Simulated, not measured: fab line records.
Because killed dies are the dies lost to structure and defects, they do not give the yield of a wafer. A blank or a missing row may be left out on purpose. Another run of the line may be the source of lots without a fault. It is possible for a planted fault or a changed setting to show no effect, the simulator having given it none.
Struck lot and sound lot, side by side | flow sky130 | 14 out of 708 route steps
Sound: these wafers, L672.2, L672.3, L672.5. Wafers struck: L680.2, L680.3, L680.5. Last of all comes the cause.
At each step with rows: each side's tool, then ch and its chambers, then its first start. Under that, the readings that differ: sound wafers | struck wafers | difference of the means | sigmas: that difference in standard deviations of wafers without a fault.
alike: readings whose means differ by less than 2 such deviations, and words and numbers that are the same on both sides. not compared: withheld readings, readings that some wafer has no value for, bounds like >300 that may hide the same value, and numbers for which the record gives no deviation and whose values overlap.
The two part at a step that has a row with sigmas, a row that says differs or no value, or rows on one side only. When numbers do not overlap yet have no deviation, they are printed without sigmas and do not part them. A reading missing from all wafers of one side parts the sides only when that side holds two or more wafers.

SKY_METAL4_SPUTTER_02: material AlCu, target thk 735 nm, time 39.1 s.
  struck on pvd-sputter-03, day 43 23:56; sound on pvd-sputter-04, day 41 17:08
  alike: throttle-valve-pct
SKY_METAL4_SPUTTER_03: material Ti, target thk 5 nm, time 3.3 s.
  struck on pvd-sputter-03, day 43 23:59; sound on pvd-sputter-04, day 41 17:10
  alike: throttle-valve-pct
SKY_METAL4_SPUTTER_04: material TiN, target thk 70 nm, time 58.3 s.
  struck on pvd-sputter-03, day 44 00:00; sound on pvd-sputter-04, day 41 17:11
  alike: throttle-valve-pct
SKY_CAP2M_CVD_00: deposits SiO2, target thk 15.5 nm.
  sound on pecvd-03 ch 0,2, day 41 17:14; struck on pecvd-04 ch 0,1, day 44 00:03
  alike: heater-power-w
SKY_CAP2M_THK_MEAS_01:
  struck on film-metro-04, day 44 00:05; sound on film-metro-03, day 41 17:16
  alike: CAP2M_CVD_00_THK
SKY_CAP2M_SPUTTER_02: material TiN, target thk 200 nm, time 166.7 s.
  struck on pvd-sputter-01, day 44 00:08; sound on pvd-sputter-03, day 41 17:19
  alike: throttle-valve-pct
SKY_CAP2M_RS_MEAS_03: the measuring method here is four-point-probe.
  struck on film-metro-03, day 44 00:16; sound on film-metro-04, day 41 17:27
  alike: CAP2M_TIN_RS
SKY_CAP2M_THK_MEAS_04: measures by xrf.
  struck on film-metro-03, day 44 00:23; sound on film-metro-04, day 41 17:34
  alike: CAP2M_TIN_THK
then, 4 steps without rows for these wafers: SKY_CAP2M_DEHYDRATE_05 (time 60 s); SKY_CAP2M_HMDS_06 (prime time 60 s); SKY_CAP2M_COAT_07 (resist thk 1140 nm); SKY_CAP2M_SOFTBAKE_08 (time 60 s).
SKY_CAP2M_EXPOSE_09: exposes mask CAP2M, target cd 1000 nm.
  sound on iline-stepper-01 ch 0, day 42 05:01; struck on iline-stepper-01, day 44 12:02
  no value came back on the struck wafers for exposure-dose-mJ-cm2, focus-offset-nm (nm), stage-vel-mm-s (mm/s); on the sound wafers exposure-dose-mJ-cm2 reads 158.70 158.96 158.82
  alike: mask
then, 1 step without rows for these wafers: SKY_CAP2M_PEB_10.

WHERE THEY PART
At SKY_CAP2M_EXPOSE_09 and nowhere else, as far as this record goes.

WHY: what had been put in by the simulator
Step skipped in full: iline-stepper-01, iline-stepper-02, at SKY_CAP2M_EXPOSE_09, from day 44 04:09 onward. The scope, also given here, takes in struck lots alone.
